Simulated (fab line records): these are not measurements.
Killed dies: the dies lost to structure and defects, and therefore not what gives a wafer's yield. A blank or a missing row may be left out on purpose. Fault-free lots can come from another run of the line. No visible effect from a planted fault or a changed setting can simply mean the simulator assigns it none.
Struck lot and sound lot, side by side / flow gf180mcu / 14 steps out of a route of 602
Sound: the wafers L132.3, L132.5, L132.6. The struck wafers were L145.2, L145.3, L145.4. The cause is named last.
Order at every step that has rows: each side's tool, ch and its chambers, its first start. Under that, the readings that differ: sound wafers / struck wafers / difference of the means / sigmas: that difference in standard deviations of wafers without a fault.
alike: readings with means less than 2 such deviations apart, plus words and numbers identical on both sides. not compared: withheld readings, readings lacking a value on some wafer, bounds such as >300 that could conceal the same value, and numbers that have no deviation in the record and whose values overlap.
Wherever a step has rows on one side only, a row that says differs or no value, or a row with sigmas, the two part there. Non-overlapping numbers with no deviation appear without sigmas and do not part them. A reading that every wafer of one side lacks parts them only if that side has two wafers or more.

GF_TOP_METAL_METAL_ETCH_16: etches the open film in Cl2/BCl3, stops on SiO2, target depth 1197 nm, time 199.5 s.
  sound on rie metal-04 ch 0,1, day 29 09:55; struck on rie metal-01 ch 0,1, day 32 23:16
  alike: bias w, drypump motor current A, oes product au, throttle valve pct
  not compared: rf hours counter h
GF_TOP_METAL_STRIP_17: strips in O2/N2.
  sound on plasma asher-03 ch 0,1, day 29 10:05; struck on plasma asher-03 ch 0,1, day 32 23:27
  alike: drypump motor current A, heater power w, oes product au, strip time to endpoint s
  not compared: rf hours counter h
then, 2 steps without rows for these wafers: GF_TOP_METAL_STRIP_18 (strips in post etch residue remover, time 1200 s); GF_TOP_METAL_CLEAN_19 (cleans in DIW).
GF_PASSIVATION_CVD_00: deposits SiO2 from TEOS, target thk 1000 nm, time 111.95 s.
  sound on pecvd-01 ch 1,2, day 29 10:35; struck on pecvd-04 ch 0,2, day 33 00:01
  alike: heater power w
GF_PASSIVATION_THK_MEAS_01:
  sound: film metro-01 at day 29 10:43; struck: film metro-03 at day 33 00:06
reading=PASSIVATION_CVD_00_THK (nm); sound=983 1009 1008; struck=962 946 969; difference=-41; sigmas=-3
GF_PASSIVATION_CVD_02: deposits Si3N4, target thk 700 nm, time 486.18 s.
  sound on pecvd-02 ch 0,1, day 29 10:53; struck on pecvd-02 ch 0,2, day 33 00:09
  alike: heater power w
GF_PASSIVATION_THK_MEAS_03:
  sound: film metro-03 at day 29 11:12; struck: film metro-03 at day 33 00:27
  alike: PASSIVATION_CVD_02_THK
then, 4 steps without rows for these wafers: GF_PASSIVATION_DEHYDRATE_04 (time 60 s); GF_PASSIVATION_HMDS_05 (prime time 60 s); GF_PASSIVATION_COAT_06 (resist thk 4000 nm); GF_PASSIVATION_SOFTBAKE_07.
GF_PASSIVATION_EXPOSE_08: exposes mask Pad, target cd 40000 nm.
  sound on iline stepper-02 ch 0, day 29 20:13; struck on iline stepper-02, day 33 08:25
  no value came back on the struck wafers for exposure dose mJ cm2, focus offset nm (nm); on the sound wafers exposure dose mJ cm2 reads 309.2 309.7 309.9
  alike: mask
after that, 1 step had no rows for these wafers: GF_PASSIVATION_PEB_09.

## WHERE THEY PART
Last at GF_PASSIVATION_EXPOSE_08 as far as this record goes, first at GF_PASSIVATION_THK_MEAS_01.

WHY: whatever the simulator had introduced
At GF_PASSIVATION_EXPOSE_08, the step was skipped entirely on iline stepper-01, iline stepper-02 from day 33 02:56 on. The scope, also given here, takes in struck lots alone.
